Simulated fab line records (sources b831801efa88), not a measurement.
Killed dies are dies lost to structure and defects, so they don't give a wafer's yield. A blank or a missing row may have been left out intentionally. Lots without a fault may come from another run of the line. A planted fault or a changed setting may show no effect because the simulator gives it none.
A struck lot beside a sound one :: flow sky130 :: 31 out of 708 route steps
Sound: the wafers L930.3, L930.4, L930.5. Struck: wafers L938.3, L938.6. (L938.2 of the same lot was not struck and is left out.) The cause comes at the end.
Order at every step that has rows: each side's tool, ch and its chambers, its first start. Under that, the readings that differ: sound wafers :: struck wafers :: difference of the means :: sigmas: that difference in standard deviations of wafers without a fault.
alike: readings whose means differ by less than 2 such deviations, and words and numbers that are the same on both sides. not compared: withheld readings, readings that some wafer has no value for, bounds like >300 that may hide the same value, and numbers for which the record gives no deviation and whose values overlap.
The two part at a step that has a row with sigmas, a row that says differs or no value, or rows on one side only. Numbers that have no deviation but don't overlap get no sigmas and don't part them. Lack of a reading on every wafer of one side parts them only where that side has two or more wafers.

first, 5 steps without rows for these wafers: SKY_CONTACT_ETCH_18 (etches Si3N4 in CHF3/O2, stops on TiN, time 39 s, target depth 75 nm); SKY_CONTACT_STRIP_19 (strips in O2/N2); SKY_CONTACT_STRIP_20 (strips in post etch residue remover, time 1200 s); SKY_CONTACT_CLEAN_21 (cleans in IPA, time 180 s); SKY_CONTACT_CLEAN_22 (cleans in O3/DIW).
SKY_CONTACT_SPUTTER_23: material TiN, target thk 20 nm, time 80 s.
  struck on pvd sputter-04, day 38 03:01; sound on pvd sputter-02, day 35 19:56
  alike: throttle valve pct
then, 1 step without rows for these wafers: SKY_CONTACT_CVD_24 (deposits W, target thk 340 nm, time 102.12 s).
SKY_CONTACT_RS_MEAS_25: a four-point-probe measurement.
  struck on film metro-04, day 38 03:13; sound on film metro-04, day 35 20:09
  alike: CONTACT_W_RS
SKY_CONTACT_THK_MEAS_26: measures by xrf.
  struck on film metro-04, day 38 03:19; sound on film metro-04, day 35 20:15
  alike: CONTACT_W_THK
then, 3 steps without rows for these wafers: SKY_CONTACT_CMP_27 (polishes, stops on SiO2, t overpolish 15 s, target thk 0 nm); SKY_METAL1_SPUTTER_00 (material Ti, target thk 15 nm, time 10 s); SKY_METAL1_SPUTTER_01 (material TiN, target thk 20 nm, time 16.7 s).
SKY_METAL1_SPUTTER_02: material AlCu, target thk 250 nm, time 13.3 s.
  struck on pvd sputter-03, day 38 03:44; sound on pvd sputter-03, day 35 20:38
reading: model.AlCu_of_METAL1_SPUTTER_02.thk nm (nm)
sound: 246 244.9 246.8
struck: 237.1 235.3
difference: -9.7
sigmas: 
  alike: throttle valve pct
then, 1 step without rows for these wafers: SKY_METAL1_SPUTTER_03 (material Ti, target thk 5 nm, time 3.3 s).
SKY_METAL1_SPUTTER_04: material TiN, target thk 70 nm, time 58.3 s.
  struck on pvd sputter-03, day 38 03:47; sound on pvd sputter-03, day 35 20:41
  alike: throttle valve pct
SKY_METAL1_RS_MEAS_05: a four-point-probe measurement.
  struck on film metro-03, day 38 04:08; sound on film metro-03, day 35 20:46
reading: METAL1_ALCU_RS (ohm/sq)
sound: 0.1291 0.1293 0.1283
struck: 0.1337 0.1350
difference: +0.0055
sigmas: +4
  not compared: hold
SKY_METAL1_THK_MEAS_06: measures by xrf.
  struck on film metro-03, day 38 10:53; sound on film metro-03, day 35 20:52
reading: METAL1_ALCU_THK (nm)
sound: 246 244 243
struck: 237 235
difference: -8
sigmas: -3
  not compared: hold
then, 7 steps without rows for these wafers: SKY_METAL1_HMDS_08 (prime time 60 s); SKY_METAL1_COAT_09 (resist thk 60 nm); SKY_METAL1_COAT_10 (resist thk 450 nm); SKY_METAL1_SOFTBAKE_11 (time 90 s); SKY_METAL1_EXPOSE_12 (exposes mask MM1, target cd 140 nm); SKY_METAL1_PEB_13; SKY_METAL1_DEVELOP_14 (develop time 60 s).
SKY_METAL1_CD_MEAS_15 targets a cd of 140 nm.
  struck on cd sem-02, day 39 04:43; sound on cd sem-02, day 36 23:10
  alike: cd nm
SKY_METAL1_OVL_MEAS_16:
  struck on overlay-01, day 39 04:50; sound on overlay-02, day 36 23:16
  alike: METAL1_OVL
SKY_METAL1_DESCUM_17: chemistry O2, time 8 s.
  sound on rie metal-03 ch 0,1, day 36 23:18; struck on rie metal-01 ch 1, day 39 04:52
reading: drypump motor current A (A)
sound: 5.9 5.7 5.9
struck: 5.0 5.0
difference: -0.8
sigmas: -2
  alike: oes product au, temp c
  not compared: rf hours counter h
SKY_METAL1_ETCH_18: etches BARC in N2/H2, stops on SiO2, time 45.9 s, target depth 60 nm.
  sound on rie metal-03 ch 0,1, day 36 23:20; struck on rie metal-01 ch 1, day 39 04:57
reading: drypump motor current A (A)
sound: 5.9 5.6 5.9
struck: 5.0 5.0
difference: -0.8
sigmas: -2
  alike: oes product au, throttle valve pct
  not compared: rf hours counter h
SKY_METAL1_METAL_ETCH_19: etches the open film in Cl2/BCl3, stops on SiO2, target depth 360 nm, time 78 s.
  sound on rie metal-03 ch 0,1, day 36 23:25; struck on rie metal-01 ch 1, day 39 05:05
reading: drypump motor current A (A)
sound: 5.9 5.6 5.9
struck: 5.0 5.0
difference: -0.8
sigmas: -2

reading: oes product au (a.u.)
sound: 0.845 0.845 0.852
struck: 0.861 0.859
difference: +0.013
sigmas: +2

reading: model.METAL1.feature depth nm (nm)
sound: 355.1 354.1 356.6
struck: 365.8 363.3
difference: +9.3
sigmas: 

reading: model.etch.depth nm (nm)
sound: 355.1 354.1 356.6
struck: 365.8 363.3
difference: +9.3
sigmas: 
  alike: throttle valve pct
  not compared: rf hours counter h
SKY_METAL1_STRIP_20: strips in O2/N2.
  sound on plasma asher-04 ch 0,1, day 36 23:30; struck on plasma asher-03 ch 0,1, day 39 05:14
  alike: drypump motor current A, oes product au, strip time to endpoint s
  not compared: rf hours counter h
-- the record jumps here: 11 days lie between the struck wafers' starts before and after (it left off in module METAL1 and takes up again in module PAD_OPEN, whose first step shown is number 708 of the route) --
SKY_PAD_OPEN_PROBE_99:
  struck on prober-02, day 50 14:01; sound on prober-01, day 49 01:40
reading: model.etest.met1.line ohm um
sound: 0.9105 0.9378 0.9595
struck: 1.014 0.9995
difference: +0.071
sigmas: 

reading: model.etest.met1.rs ohm sq
sound: 0.13 0.1309 0.13
struck: 0.1357 0.1374
difference: +0.0063
sigmas: 
  alike: defect limited yield, killed_at_M0_to_M3, killed_at_M4_up, killed at contacts, killed at front end, killed at other, killed dies, killed open, killed short, sort_bin_3_pad_short, sort_bin_5_function, sort_bin_6_memory, sort n pass, sort yield pct

## WHERE THEY PART
At SKY_METAL1_RS_MEAS_05 first; at SKY_METAL1_METAL_ETCH_19 last (within this record only). Later steps at which nothing parts them and some readings are alike: SKY_METAL1_STRIP_20, SKY_PAD_OPEN_PROBE_99.

WHY: what had been put in by the simulator
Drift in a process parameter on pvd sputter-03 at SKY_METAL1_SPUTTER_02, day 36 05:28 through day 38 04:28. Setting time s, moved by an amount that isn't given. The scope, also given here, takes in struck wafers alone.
